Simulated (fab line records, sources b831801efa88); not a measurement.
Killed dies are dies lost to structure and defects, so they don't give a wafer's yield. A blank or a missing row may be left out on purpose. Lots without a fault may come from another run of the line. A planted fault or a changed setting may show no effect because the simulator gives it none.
fab line records | flow sky130
record lots=24 wafers=72 last_day=50
route steps=708 shown FIELD_ISO@1 VT_ADJUST_HVTP@93 LDD_HVN@276 SD_N@353 CONTACT@423 METAL1@454
lots that met no fault: from a run of the same line without faults
start_h: hours from the record's first day to the start of the lot's first wafer shown | wait_h: hours since the lot's step before | " the same as in the row above | L1.1+2: a row that stands for several wafers | - no value, or no start given | * or withheld: withheld | < > ~ a bound
route shown NAME@n: a module of which the file shows steps, and the number in the route of the first | usual: mean/standard deviation of fault-free wafers | same: alike in all rows | chamber/n: place in a boat | sites: the reading at each site | _std_site: their standard deviation | _edge_site: outer sites' mean less inner sites' | radius_mm: how far each site lies from the wafer's centre | mask NAME#n: copy n | behind: the tool/chamber that last shaped the wafer | hold: why the lot was held/for how many hours/how that ended | device: the transistor (n, p or np) that didn't switch | end of line: the same wafers' tests at the end of the route | a step without rows: its recipe alone | killed: dies lost to structure and defects at the first sort, not the wafer's yield | map: a wafer's dies, x killed, . not, _ none there
set.NAME: the setting as run; set.NAME@STEP: as run at that earlier step | model.NAME: the simulator's own value behind a step, which no gauge read
steps of the route over a sample of lots; a table a step, a row a wafer
services: from which hour (start_h, from the record's first day; less than 0 if before it) a tool's chamber was out of use, for how many hours, and why
## steps
# step SKY_FIELD_ISO_BOW_MEAS_00
# recipe mode=bow
# usual INCOMING_BOW=0/6.1
# columns lot.wafer tool chamber start_h wait_h INCOMING_BOW[um]
L074.3 film_metro-03 - 10.04 - -7
L074.5 " - " " -1
L074.6 " - " " 2
L075.3 film_metro-01 - 15.04 - 2
L075.5 " - " " 8
L075.6 " - " " -3
L076.2 film_metro-03 - 20.02 - 1
L076.4 " - " " -2
L076.6 " - " " -4
L077.1 film_metro-03 - 25.00 - -4
L077.4 " - " " 7
L077.5 " - " " 1
L078.1 film_metro-04 - 30.00 - -6
L078.4 " - " " 2
L078.5 " - " " -9
L079.2 film_metro-03 - 35.02 - 2
L079.5 " - " " 3
L079.6 " - " " -2
L080.1 film_metro-03 - 40.00 - -3
L080.3 " - " " 16
L080.4 " - " " -7
L081.3 film_metro-01 - 45.04 - 1
L081.4 " - " " 1
L081.6 " - " " -1
L082.3 film_metro-01 - 50.04 - 0
L082.4 " - " " -2
L082.6 " - " " 9
L083.1 film_metro-01 - 55.00 - 5
L083.2 " - " " -9
L083.4 " - " " 2
L084.1 film_metro-01 - 60.00 - 11
L084.2 " - " " 16
L084.4 " - " " 4
L085.1 film_metro-03 - 65.00 - -2
L085.4 " - " " -11
L085.5 " - " " 7
L086.2 film_metro-03 - 70.02 - 7
L086.4 " - " " 1
L086.5 " - " " -2
L087.1 film_metro-04 - 75.00 - -10
L087.3 " - " " -15
L087.5 " - " " 7
L088.1 film_metro-04 - 80.05 - 5
L088.3 " - " " -1
L088.4 " - " " -10
L089.1 film_metro-01 - 85.00 - -3
L089.4 " - " " 6
L089.5 " - " " -3
L090.1 film_metro-01 - 90.00 - 1
L090.4 " - " " -2
L090.5 " - " " 3
L091.2 film_metro-01 - 95.02 - 14
L091.3 " - " " 2
L091.4 " - " " -10
L092.4 film_metro-04 - 100.06 - -7
L092.5 " - " " 8
L092.6 " - " " -12
L093.2 film_metro-01 - 105.02 - -7
L093.5 " - " " 3
L093.6 " - " " -7
L094.3 film_metro-03 - 110.04 - -1
L094.4 " - " " 4
L094.6 " - " " 7
L095.1 film_metro-04 - 115.00 - 11
L095.3 " - " " 13
L095.6 " - " " -9
L096.2 film_metro-03 - 120.02 - -10
L096.3 " - " " -1
L096.4 " - " " 2
L097.1 film_metro-03 - 125.00 - -2
L097.2 " - " " 7
L097.4 " - " " 6
# step SKY_VT_ADJUST_HVTP_OVL_MEAS_08
# usual VT_ADJUST_HVTP_OVL=0.2/1.3
# columns lot.wafer tool chamber start_h wait_h VT_ADJUST_HVTP_OVL[nm]
L074.3 overlay-01 - 126.07 0.1 0.3
L074.5 " - " " -1.6
L074.6 " - " " -0.6
L075.3 overlay-01 - 128.31 0.1 -0.5
L075.5 " - " " -2.3
L075.6 " - " " -0.6
L076.2 overlay-02 - 133.05 0.1 1.3
L076.4 " - " " 2.7
L076.6 " - " " 2.0
L077.1 overlay-02 - 134.47 0.1 0.8
L077.4 " - " " 0.5
L077.5 " - " " -0.7
L078.1 overlay-02 - 138.94 0.1 1.3
L078.4 " - " " 0.8
L078.5 " - " " 0.7
L079.2 overlay-02 - 152.16 0.1 2.6
L079.5 " - " " 0.4
L079.6 " - " " 2.5
L080.1 overlay-01 - 153.41 0.1 -0.1
L080.3 " - " " 0.9
L080.4 " - " " -1.0
L081.3 overlay-02 - 158.72 0.1 1.2
L081.4 " - " " -0.6
L081.6 " - " " -0.6
L082.3 overlay-01 - 164.66 0.1 0.7
L082.4 " - " " -0.1
L082.6 " - " " 1.9
L083.1 overlay-01 - 173.79 0.1 1.9
L083.2 " - " " 2.4
L083.4 " - " " 1.3
L084.1 overlay-01 - 179.41 0.1 0.9
L084.2 " - " " 1.8
L084.4 " - " " -1.1
L085.1 overlay-01 - 185.72 0.1 -1.1
L085.4 " - " " 0.4
L085.5 " - " " 0.3
L086.2 overlay-02 - 192.48 0.1 0.7
L086.4 " - " " -0.3
L086.5 " - " " 0.7
L087.1 overlay-02 - 198.31 0.1 2.9
L087.3 " - " " -0.4
L087.5 " - " " 1.6
L088.1 overlay-02 - 203.42 0.1 -0.2
L088.3 " - " " -1.1
L088.4 " - " " -0.5
L089.1 overlay-02 - 207.49 0.1 -1.4
L089.4 " - " " -1.5
L089.5 " - " " -2.2
L090.1 overlay-02 - 214.76 0.1 -1.0
L090.4 " - " " -1.0
L090.5 " - " " -0.3
L091.2 overlay-01 - 225.25 0.1 3.0
L091.3 " - " " 1.0
L091.4 " - " " -0.2
L092.4 overlay-02 - 234.01 0.1 0.8
L092.5 " - " " -0.3
L092.6 " - " " 1.1
L097.1 overlay-01 - 277.51 0.1 -0.2
L097.2 " - " " 0.0
L097.4 " - " " 0.3
L094.3 overlay-02 - 277.74 0.1 -2.6
L094.4 " - " " -1.5
L094.6 " - " " 0.5
L095.1 overlay-01 - 278.76 0.1 -0.2
L095.3 " - " " 0.0
L095.6 " - " " 0.8
L096.2 overlay-01 - 279.43 0.1 0.5
L096.3 " - " " 0.3
L096.4 " - " " -2.3
L093.2 overlay-02 - 280.35 0.1 0.2
L093.5 " - " " 0.0
L093.6 " - " " -0.3
# step SKY_LDD_HVN_STRIP_09
# recipe chemistry=O2/N2 power_w=1400 pressure_mtorr=1500 platen_temp_c=withheld o2_flow_sccm=3000 n2_flow_sccm=300 overash_fraction=0.5
# usual drypump_motor_current_A=6.0/0.54 oes_product_au=0.408/0.0047 strip_time_to_endpoint_s=4.144/0.017
# columns lot.wafer tool chamber start_h wait_h drypump_motor_current_A oes_product_au rf_hours_counter_h strip_time_to_endpoint_s
L074.3 plasma_asher-01 1 456.86 0.1 6.5 0.416 - 4.079
L074.5 " 0 " " 5.8 0.405 - 4.116
L074.6 " 1 " " 6.5 0.403 - 4.104
L075.3 plasma_asher-01 0 463.89 0.1 5.8 0.404 - 4.138
L075.5 " 0 " " 5.8 0.407 - 4.161
L075.6 " 1 " " 6.5 0.408 - 4.196
L076.2 plasma_asher-01 1 468.42 0.1 6.5 0.404 79 4.147
L076.4 " 1 " " 6.4 0.414 - 4.157
L076.6 " 0 " " 5.8 0.418 - 4.154
L077.1 plasma_asher-01 0 481.16 0.1 5.8 0.412 80 4.163
L077.4 " 0 " " 5.8 0.423 - 4.136
L077.5 " 0 " " 5.8 0.410 - 4.154
L078.1 plasma_asher-01 1 489.19 0.1 6.5 0.403 81 4.145
L078.4 " 0 " " 5.8 0.408 - 4.144
L078.5 " 0 " " 5.8 0.411 - 4.140
L079.2 plasma_asher-04 0 507.87 0.1 6.5 0.414 39 4.144
L079.5 " 1 " " 5.3 0.404 - 4.161
L079.6 " 0 " " 6.5 0.404 - 4.141
L080.1 plasma_asher-02 1 508.21 0.1 6.6 0.410 6 4.129
L080.3 " 1 " " 6.6 0.412 - 4.116
L080.4 " 0 " " 5.2 0.412 - 4.117
L081.3 plasma_asher-04 0 516.69 0.1 6.5 0.413 - 4.155
L081.4 " 1 " " 5.4 0.403 - 4.142
L081.6 " 1 " " 5.3 0.405 - 4.175
L082.3 plasma_asher-04 1 525.57 0.1 5.4 0.409 - 4.168
L082.4 " 0 " " 6.5 0.414 - 4.155
L082.6 " 1 " " 5.3 0.408 - 4.168
L083.1 plasma_asher-02 0 539.42 0.1 5.2 0.402 10 4.147
L083.2 " 1 " " 6.6 0.401 10 4.130
L083.4 " 0 " " 5.2 0.402 - 4.129
L084.1 plasma_asher-01 1 553.06 0.1 6.5 0.407 89 4.144
L084.2 " 0 " " 5.8 0.412 89 4.129
L084.4 " 0 " " 5.8 0.400 - 4.141
L085.1 plasma_asher-04 0 554.27 0.1 6.4 0.407 44 4.128
L085.4 " 1 " " 5.3 0.407 - 4.163
L085.5 " 1 " " 5.3 0.411 - 4.150
L086.2 plasma_asher-02 0 562.24 0.1 5.2 0.414 12 4.147
L086.4 " 0 " " 5.2 0.404 - 4.147
L086.5 " 0 " " 5.2 0.408 - 4.139
L087.1 plasma_asher-01 0 568.77 0.1 5.8 0.406 90 4.146
L087.3 " 0 " " 5.8 0.409 - 4.158
L087.5 " 1 " " 6.5 0.409 - 4.155
L088.1 plasma_asher-02 0 578.49 0.1 5.2 0.413 14 4.131
L088.3 " 0 " " 5.2 0.404 - 4.131
L088.4 " 1 " " 6.6 0.405 - 4.139
L089.1 plasma_asher-01 0 588.22 0.1 5.8 0.411 92 4.157
L089.4 " 0 " " 5.8 0.408 - 4.150
L089.5 " 1 " " 6.5 0.411 - 4.162
L090.1 plasma_asher-01 1 591.71 0.1 6.5 0.400 92 4.148
L090.4 " 0 " " 5.8 0.412 - 4.142
L090.5 " 1 " " 6.4 0.406 - 4.119
L091.2 plasma_asher-04 0 608.42 0.1 6.5 0.409 49 4.149
L091.3 " 0 " " 6.5 0.409 - 4.150
L091.4 " 1 " " 5.3 0.405 - 4.159
L092.4 plasma_asher-04 0 623.94 0.1 6.5 0.414 - 4.125
L092.5 " 1 " " 5.3 0.401 - 4.137
L092.6 " 0 " " 6.5 0.407 - 4.133
L097.1 plasma_asher-04 0 667.12 0.1 6.5 0.410 54 4.159
L097.2 " 1 " " 5.3 0.400 54 4.163
L097.4 " 0 " " 6.5 0.413 - 4.141
L094.3 plasma_asher-04 0 668.36 0.1 6.5 0.410 - 4.148
L094.4 " 1 " " 5.4 0.404 - 4.147
L094.6 " 1 " " 5.4 0.409 - 4.172
L095.1 plasma_asher-02 1 669.27 0.1 6.5 0.415 23 4.127
L095.3 " 1 " " 6.6 0.400 - 4.129
L095.6 " 1 " " 6.5 0.404 - 4.144
L093.2 plasma_asher-02 0 670.22 0.1 5.2 0.407 23 4.137
L093.5 " 1 " " 6.6 0.410 - 4.145
L093.6 " 0 " " 5.2 0.410 - 4.154
L096.2 plasma_asher-02 1 675.79 0.1 6.6 0.410 23 4.149
L096.3 " 1 " " 6.6 0.409 - 4.141
L096.4 " 0 " " 5.2 0.407 - 4.116
# step SKY_SD_N_STRIP_11
# recipe chemistry=O2/N2 power_w=1400 pressure_mtorr=1500 platen_temp_c=withheld o2_flow_sccm=3000 n2_flow_sccm=300 overash_fraction=0.5
# usual drypump_motor_current_A=6.0/0.58 oes_product_au=0.527/0.0046 strip_time_to_endpoint_s=22.53/0.046
# columns lot.wafer tool chamber start_h wait_h drypump_motor_current_A oes_product_au rf_hours_counter_h strip_time_to_endpoint_s
L074.3 plasma_asher-03 1 639.73 0.1 5.5 0.522 - 22.49
L074.5 " 1 " " 5.5 0.526 - 22.52
L074.6 " 0 " " 6.7 0.520 - 22.50
L075.3 plasma_asher-01 0 646.09 0.1 5.8 0.531 - 22.53
L075.5 " 1 " " 6.5 0.522 - 22.54
L075.6 " 0 " " 5.8 0.531 - 22.51
L076.2 plasma_asher-01 0 648.86 0.1 5.8 0.527 98 22.49
L076.4 " 1 " " 6.5 0.520 - 22.51
L076.6 " 0 " " 5.8 0.525 - 22.50
L077.1 plasma_asher-01 1 661.96 0.1 6.5 0.537 99 22.63
L077.4 " 0 " " 5.8 0.532 - 22.65
L077.5 " 0 " " 5.8 0.525 - 22.67
L078.1 plasma_asher-01 1 669.99 0.1 6.5 0.529 100 22.50
L078.4 " 0 " " 5.8 0.523 - 22.48
L078.5 " 0 " " 5.8 0.525 - 22.50
L079.2 plasma_asher-01 1 685.94 0.1 6.5 0.533 102 22.49
L079.5 " 1 " " 6.5 0.537 - 22.50
L079.6 " 0 " " 5.8 0.527 - 22.50
L080.1 plasma_asher-03 0 686.94 0.1 6.6 0.523 86 22.61
L080.3 " 0 " " 6.7 0.535 - 22.63
L080.4 " 1 " " 5.5 0.529 - 22.61
L081.3 plasma_asher-03 0 695.38 0.1 6.7 0.528 - 22.51
L081.4 " 1 " " 5.5 0.532 - 22.54
L081.6 " 1 " " 5.5 0.531 - 22.55
L082.3 plasma_asher-02 0 704.52 0.1 5.2 0.521 - 22.50
L082.4 " 1 " " 6.6 0.524 - 22.51
L082.6 " 0 " " 5.2 0.526 - 22.54
L083.1 plasma_asher-03 1 716.69 0.1 5.5 0.525 89 22.48
L083.2 " 0 " " 6.6 0.526 89 22.52
L083.4 " 0 " " 6.6 0.522 - 22.47
L084.1 plasma_asher-03 1 727.79 0.1 5.5 0.527 90 22.54
L084.2 " 0 " " 6.6 0.526 90 22.60
L084.4 " 1 " " 5.5 0.520 - 22.60
L085.1 plasma_asher-02 0 729.24 0.1 5.2 0.525 29 22.47
L085.4 " 1 " " 6.5 0.540 - 22.48
L085.5 " 0 " " 5.2 0.523 - 22.46
L086.2 plasma_asher-03 1 737.19 0.1 5.5 0.524 91 22.55
L086.4 " 1 " " 5.5 0.523 - 22.53
L086.5 " 1 " " 5.5 0.529 - 22.54
L087.1 plasma_asher-03 0 741.51 0.1 6.7 0.521 91 22.49
L087.3 " 1 " " 5.5 0.529 - 22.46
L087.5 " 0 " " 6.6 0.530 - 22.44
L088.1 plasma_asher-02 0 752.31 0.1 5.2 0.527 31 22.52
L088.3 " 0 " " 5.2 0.531 - 22.55
L088.4 " 1 " " 6.6 0.531 - 22.50
L089.1 plasma_asher-01 0 763.56 0.1 5.8 0.531 2 22.54
L089.4 " 1 " " 6.5 0.527 - 22.53
L089.5 " 1 " " 6.5 0.535 - 22.58
L090.1 plasma_asher-03 1 766.96 0.1 5.5 0.527 94 22.53
L090.4 " 1 " " 5.5 0.532 - 22.50
L090.5 " 0 " " 6.7 0.526 - 22.50
L091.2 plasma_asher-02 1 778.89 0.1 6.5 0.520 34 22.55
L091.3 " 0 " " 5.2 0.535 - 22.50
L091.4 " 1 " " 6.6 0.522 - 22.50
L092.4 plasma_asher-03 1 793.08 0.1 5.5 0.526 - 22.49
L092.5 " 1 " " 5.5 0.521 - 22.51
L092.6 " 0 " " 6.7 0.524 - 22.46
L094.3 plasma_asher-02 1 834.58 0.1 6.5 0.532 - 22.62
L094.4 " 0 " " 5.2 0.524 - 22.62
L094.6 " 1 " " 6.6 0.532 - 22.60
L097.1 plasma_asher-03 0 834.84 0.1 6.7 0.534 101 22.50
L097.2 " 1 " " 5.5 0.518 101 22.51
L097.4 " 0 " " 6.7 0.522 - 22.54
L095.1 plasma_asher-02 0 835.34 0.1 5.2 0.532 40 22.53
L095.3 " 1 " " 6.6 0.535 - 22.55
L095.6 " 1 " " 6.5 0.525 - 22.50
L093.2 plasma_asher-02 1 837.14 0.1 6.6 0.526 40 22.53
L093.5 " 1 " " 6.6 0.525 - 22.51
L093.6 " 0 " " 5.2 0.525 - 22.50
L096.2 plasma_asher-03 1 841.56 0.1 5.5 0.526 102 22.56
L096.3 " 1 " " 5.5 0.524 - 22.48
L096.4 " 0 " " 6.8 0.524 - 22.50
# step SKY_CONTACT_ETCH_17
# recipe target=SiO2 chemistry=C4F8/O2/Ar stop_on=Si3N4 mask_material=KrF-thick source_w=1500 bias_w=1200 pressure_mtorr=40 c4f8_flow_sccm=withheld O2_flow_sccm=6 Ar_flow_sccm=300 time_s=withheld target_depth_a=3400
# usual bias_w=1200/3.7 oes_product_au=0.892/0.0046 rf_fwd_power_W=1489/5.2
# columns lot.wafer tool chamber start_h wait_h bias_w oes_product_au rf_fwd_power_W
L074.3 rie_diel-04 2 727.95 0.0 1196 0.896 1491
L074.5 " 2 " " 1199 0.903 1490
L074.6 " 1 " " 1193 0.893 1487
L075.3 rie_diel-03 3 734.62 0.0 1199 0.893 1492
L075.5 " 0 " " 1195 0.893 1494
L075.6 " 3 " " 1197 0.893 1491
L076.2 rie_diel-04 0 738.05 0.0 1200 0.892 1485
L076.4 " 3 " " 1197 0.885 1490
L076.6 " 2 " " 1198 0.887 1481
L077.1 rie_diel-03 3 750.82 0.0 1202 0.886 1482
L077.4 " 1 " " 1198 0.893 1489
L077.5 " 0 " " 1199 0.887 1490
L078.1 rie_diel-02 2 757.03 0.0 1201 0.884 1485
L078.4 " 3 " " 1199 0.891 1494
L078.5 " 0 " " 1204 0.883 1487
L079.2 rie_diel-03 3 771.30 0.0 1200 0.892 1483
L079.5 " 2 " " 1197 0.893 1484
L079.6 " 1 " " 1201 0.892 1488
L080.1 rie_diel-03 2 774.92 0.0 1207 0.891 1486
L080.3 " 0 " " 1203 0.898 1496
L080.4 " 1 " " 1196 0.900 1484
L081.3 rie_diel-04 0 782.82 0.0 1205 0.900 1499
L081.4 " 3 " " 1197 0.896 1489
L081.6 " 2 " " 1199 0.895 1484
L082.3 rie_diel-03 3 789.93 0.0 1198 0.901 1490
L082.4 " 0 " " 1210 0.894 1497
L082.6 " 3 " " 1192 0.888 1491
L083.1 rie_diel-02 0 804.28 0.0 1197 0.894 1492
L083.2 " 2 " " 1199 0.891 1493
L083.4 " 3 " " 1195 0.896 1490
L084.1 rie_diel-04 3 812.93 0.0 1200 0.885 1497
L084.2 " 1 " " 1197 0.893 1486
L084.4 " 0 " " 1201 0.887 1490
L085.1 rie_diel-02 0 814.32 0.0 1201 0.898 1485
L085.4 " 3 " " 1202 0.894 1482
L085.5 " 2 " " 1199 0.896 1496
L086.2 rie_diel-02 1 822.53 0.0 1195 0.891 1478
L086.4 " 0 " " 1196 0.891 1489
L086.5 " 1 " " 1202 0.890 1477
L087.1 rie_diel-02 0 825.90 0.0 1197 0.893 1493
L087.3 " 1 " " 1202 0.893 1485
L087.5 " 2 " " 1204 0.897 1498
L088.1 rie_diel-04 3 836.27 0.0 1202 0.895 1498
L088.3 " 0 " " 1203 0.895 1483
L088.4 " 2 " " 1199 0.896 1485
L089.1 rie_diel-04 1 845.93 0.0 1200 0.893 1492
L089.4 " 3 " " 1203 0.899 1489
L089.5 " 0 " " 1198 0.887 1488
L090.1 rie_diel-03 2 852.47 0.0 1209 0.891 1488
L090.4 " 0 " " 1200 0.897 1490
L090.5 " 3 " " 1200 0.887 1486
L091.2 rie_diel-04 2 861.77 0.0 1198 0.897 1486
L091.3 " 1 " " 1202 0.894 1495
L091.4 " 3 " " 1199 0.889 1495
L092.4 rie_diel-02 1 875.46 0.0 1208 0.895 1480
L092.5 " 2 " " 1198 0.893 1493
L092.6 " 3 " " 1201 0.900 1488
L094.3 rie_diel-02 2 915.70 0.0 1193 0.889 1490
L094.4 " 1 " " 1199 0.894 1484
L094.6 " 3 " " 1194 0.893 1494
L097.1 rie_diel-04 1 916.05 0.0 1204 0.894 1494
L097.2 " 2 " " 1197 0.893 1491
L097.4 " 3 " " 1200 0.891 1489
L095.1 rie_diel-02 0 917.38 0.0 1204 0.882 1491
L095.3 " 1 " " 1202 0.902 1485
L095.6 " 0 " " 1200 0.887 1492
L093.2 rie_diel-04 1 919.47 0.0 1199 0.891 1491
L093.5 " 2 " " 1197 0.894 1481
L093.6 " 1 " " 1195 0.885 1495
L096.2 rie_diel-02 2 923.04 0.0 1198 0.898 1493
L096.3 " 0 " " 1203 0.896 1487
L096.4 " 1 " " 1200 0.885 1482
# step SKY_METAL1_STRIP_20
# recipe chemistry=O2/N2 power_w=1400 pressure_mtorr=1500 platen_temp_c=withheld o2_flow_sccm=3000 n2_flow_sccm=300 overash_fraction=0.5
# usual drypump_motor_current_A=6.1/0.53 oes_product_au=0.343/0.0052 strip_time_to_endpoint_s=2.70/0.062
# columns lot.wafer tool chamber start_h wait_h drypump_motor_current_A oes_product_au rf_hours_counter_h strip_time_to_endpoint_s
L074.3 plasma_asher-01 1 756.71 0.1 6.4 0.352 - 2.75
L074.5 " 0 " " 5.8 0.344 - 2.76
L074.6 " 1 " " 6.4 0.354 - 2.74
L075.3 plasma_asher-01 0 764.48 0.1 5.8 0.341 - 2.73
L075.5 " 1 " " 6.5 0.345 - 2.72
L075.6 " 0 " " 5.8 0.347 - 2.72
L076.2 plasma_asher-01 1 767.03 0.1 6.5 0.348 2 2.83
L076.4 " 0 " " 5.8 0.344 - 2.83
L076.6 " 1 " " 6.5 0.338 - 2.71
L077.1 plasma_asher-03 1 779.84 0.1 5.5 0.353 95 2.89
L077.4 " 1 " " 5.5 0.352 - 2.88
L077.5 " 1 " " 5.5 0.352 - 2.70
L078.1 plasma_asher-02 1 785.78 0.1 6.6 0.333 34 2.72
L078.4 " 1 " " 6.6 0.344 - 2.70
L078.5 " 0 " " 5.2 0.339 - 2.71
L079.2 plasma_asher-03 1 800.13 0.1 5.5 0.348 97 2.84
L079.5 " 1 " " 5.5 0.351 - 2.66
L079.6 " 0 " " 6.6 0.351 - 2.82
L080.1 plasma_asher-02 1 803.51 0.1 6.5 0.348 36 2.68
L080.3 " 1 " " 6.5 0.342 - 2.67
L080.4 " 0 " " 5.2 0.345 - 2.71
L081.3 plasma_asher-02 1 811.21 0.1 6.5 0.339 - 2.80
L081.4 " 0 " " 5.2 0.335 - 2.65
L081.6 " 0 " " 5.2 0.344 - 2.68
L082.3 plasma_asher-01 0 817.61 0.1 5.8 0.344 - 2.61
L082.4 " 1 " " 6.5 0.344 - 2.69
L082.6 " 1 " " 6.5 0.340 - 2.73
L083.1 plasma_asher-01 0 832.52 0.1 5.8 0.339 9 2.67
L083.2 " 1 " " 6.4 0.339 9 2.71
L083.4 " 0 " " 5.8 0.337 - 2.66
L084.1 plasma_asher-01 0 840.84 0.1 5.8 0.350 10 2.70
L084.2 " 1 " " 6.5 0.339 10 2.81
L084.4 " 0 " " 5.8 0.345 - 2.71
L085.1 plasma_asher-01 0 842.37 0.1 5.8 0.337 10 2.66
L085.4 " 0 " " 5.8 0.337 - 2.71
L085.5 " 1 " " 6.5 0.338 - 2.67
L086.2 plasma_asher-03 1 850.63 0.1 5.5 0.339 103 2.69
L086.4 " 0 " " 6.7 0.339 - 2.63
L086.5 " 0 " " 6.7 0.344 - 2.65
L087.1 plasma_asher-03 1 853.97 0.1 5.5 0.338 103 2.68
L087.3 " 0 " " 6.7 0.336 - 2.67
L087.5 " 1 " " 5.5 0.342 - 2.59
L088.1 plasma_asher-01 0 864.79 0.1 5.8 0.345 13 2.68
L088.3 " 0 " " 5.8 0.349 - 2.71
L088.4 " 1 " " 6.5 0.345 - 2.74
L089.1 plasma_asher-03 1 874.28 0.1 5.5 0.343 105 2.66
L089.4 " 1 " " 5.4 0.340 - 2.68
L089.5 " 0 " " 6.7 0.342 - 2.70
L090.1 plasma_asher-03 1 880.72 0.1 5.4 0.346 106 2.71
L090.4 " 1 " " 5.5 0.337 - 2.70
L090.5 " 1 " " 5.4 0.331 - 2.57
L091.2 plasma_asher-02 1 888.49 0.1 6.5 0.346 46 2.75
L091.3 " 1 " " 6.5 0.339 - 2.69
L091.4 " 0 " " 5.2 0.343 - 2.75
L092.4 plasma_asher-03 0 902.73 0.1 6.7 0.347 - 2.74
L092.5 " 1 " " 5.5 0.343 - 2.71
L092.6 " 0 " " 6.7 0.348 - 2.75
L094.3 plasma_asher-01 0 943.21 0.1 5.8 0.341 - 2.69
L094.4 " 1 " " 6.5 0.347 - 2.67
L094.6 " 0 " " 5.8 0.341 - 2.67
L097.1 plasma_asher-03 0 943.60 0.1 6.6 0.339 113 2.67
L097.2 " 1 " " 5.5 0.335 113 2.66
L097.4 " 1 " " 5.5 0.337 - 2.65
L095.1 plasma_asher-03 0 944.48 0.1 6.7 0.342 113 2.57
L095.3 " 1 " " 5.5 0.347 - 2.68
L095.6 " 0 " " 6.7 0.347 - 2.60
L093.2 plasma_asher-01 0 946.80 0.1 5.8 0.344 22 2.72
L093.5 " 1 " " 6.5 0.344 - 2.73
L093.6 " 0 " " 5.8 0.338 - 2.72
L096.2 plasma_asher-03 1 949.93 0.1 5.4 0.340 114 2.66
L096.3 " 0 " " 6.7 0.334 - 2.68
L096.4 " 1 " " 5.5 0.347 - 2.70
## services
# columns tool chamber start_h hours kind
plasma_asher-02 - 444.95 3.9 repair
rie_diel-02 0 472.11 1.7 repair
plasma_asher-02 - 487.02 14.6 pm
plasma_asher-03 - 489.84 6.9 repair
rie_diel-02 1 541.07 3.3 repair
rie_diel-02 - 552.89 15.6 pm
rie_diel-02 0 571.97 3.5 repair
rie_diel-02 - 614.11 0.9 repair
plasma_asher-01 - 622.87 0.7 repair
rie_diel-04 0 662.13 2.4 repair
rie_diel-04 1 662.46 16.5 repair
plasma_asher-03 - 679.48 0.5 repair
rie_diel-04 3 683.86 40.2 repair
rie_diel-02 0 692.55 27.0 repair
plasma_asher-01 - 733.75 9.0 pm
rie_diel-02 3 768.92 11.6 repair
rie_diel-04 3 785.62 1.3 repair
rie_diel-02 1 800.10 1.3 repair
plasma_asher-03 - 823.49 0.8 repair
rie_diel-02 3 823.65 17.4 repair
rie_diel-04 2 851.65 6.2 repair
plasma_asher-02 - 899.09 0.3 repair
plasma_asher-03 - 908.79 4.1 repair
plasma_asher-02 - 918.99 50.4 repair
## key
fault none
